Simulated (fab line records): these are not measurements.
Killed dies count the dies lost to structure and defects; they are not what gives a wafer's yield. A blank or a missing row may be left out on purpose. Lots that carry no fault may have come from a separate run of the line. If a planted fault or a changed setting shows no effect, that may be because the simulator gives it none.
Split-lot trial | flow sky130 | 23 wafers read from 5 lots, route of 708 steps

== ON THE SPLIT ==
At SKY_VIA2_SPUTTER_20 (material TiN, target thk 20 nm, time 80 s), the setting chamber-pressure-pa was moved away from the recipe's 5 Pa on 15 of the 23 wafers read, by -12.2% to +11.1%. For the rest of the wafers, this setting stayed at what the recipe calls for.

Reading taken at the split's own step.

== THE READING ==
TiN_of_VIA2_SPUTTER_20.thk-nm (the simulator's own value, which no gauge read), in nm, at SKY_VIA2_SPUTTER_20 (material TiN, target thk 20 nm, time 80 s). There is no usual value for it anywhere in the file. Average 19.98 nm, standard deviation 0.14 nm, over the 8 wafers here run with the recipe.

wafer  | tool, chamber at the split | chamber-pressure-pa as run, Pa | against the recipe | TiN_of_VIA2_SPUTTER_20.thk-nm, nm | against lot-mates on the recipe
L074.1 | pvd-sputter-04, -          | 5.556                          | +11.1%             | 18.71                             | no lot-mate on the recipe
L074.2 | pvd-sputter-04, -          | 5.556                          | +11.1%             | 18.62                             | no lot-mate on the recipe
L074.3 | pvd-sputter-04, -          | 5.556                          | +11.1%             | 18.73                             | no lot-mate on the recipe
L074.5 | pvd-sputter-04, -          | 5.556                          | +11.1%             | 18.65                             | no lot-mate on the recipe
L074.6 | pvd-sputter-04, -          | 5.556                          | +11.1%             | 18.59                             | no lot-mate on the recipe
L079.2 | pvd-sputter-04, -          | 5                              | recipe             | 20.12                             | -
L079.4 | pvd-sputter-04, -          | 5                              | recipe             | 20.02                             | -
L079.5 | pvd-sputter-04, -          | 5                              | recipe             | 20.13                             | -
L082.1 | pvd-sputter-01, -          | 4.466                          | -10.7%             | 22.35                             | no lot-mate on the recipe
L082.2 | pvd-sputter-01, -          | 4.466                          | -10.7%             | 21.88                             | no lot-mate on the recipe
L082.3 | pvd-sputter-01, -          | 4.466                          | -10.7%             | 22.19                             | no lot-mate on the recipe
L082.4 | pvd-sputter-01, -          | 4.466                          | -10.7%             | 22.41                             | no lot-mate on the recipe
L082.6 | pvd-sputter-01, -          | 4.466                          | -10.7%             | 22.27                             | no lot-mate on the recipe
L081.1 | pvd-sputter-04, -          | 5                              | recipe             | 20.1                              | -
L081.2 | pvd-sputter-04, -          | 5                              | recipe             | 19.8                              | -
L081.4 | pvd-sputter-04, -          | 5                              | recipe             | 19.8                              | -
L081.3 | pvd-sputter-04, -          | 5                              | recipe             | 19.83                             | -
L081.6 | pvd-sputter-04, -          | 5                              | recipe             | 20.06                             | -
L084.1 | pvd-sputter-04, -          | 4.389                          | -12.2%             | 22.38                             | no lot-mate on the recipe
L084.3 | pvd-sputter-04, -          | 4.389                          | -12.2%             | 22.38                             | no lot-mate on the recipe
L084.2 | pvd-sputter-04, -          | 4.389                          | -12.2%             | 22.49                             | no lot-mate on the recipe
L084.4 | pvd-sputter-04, -          | 4.389                          | -12.2%             | 22.69                             | no lot-mate on the recipe
L084.6 | pvd-sputter-04, -          | 4.389                          | -12.2%             | 22.58                             | no lot-mate on the recipe

THE FIT
A straight line over all 23 wafers: TiN_of_VIA2_SPUTTER_20.thk-nm changes by -0.17 nm for each +1% of chamber-pressure-pa; r = -0.98; the points scatter about the line by 0.28 nm.
Too few moved wafers with a lot-mate on the recipe to fit a line net of each lot's own level.

== THE FILE'S OWN FIT ==
TiN_of_VIA2_SPUTTER_20.thk-nm changes by -0.17 nm for each +1% of chamber-pressure-pa, r = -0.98.
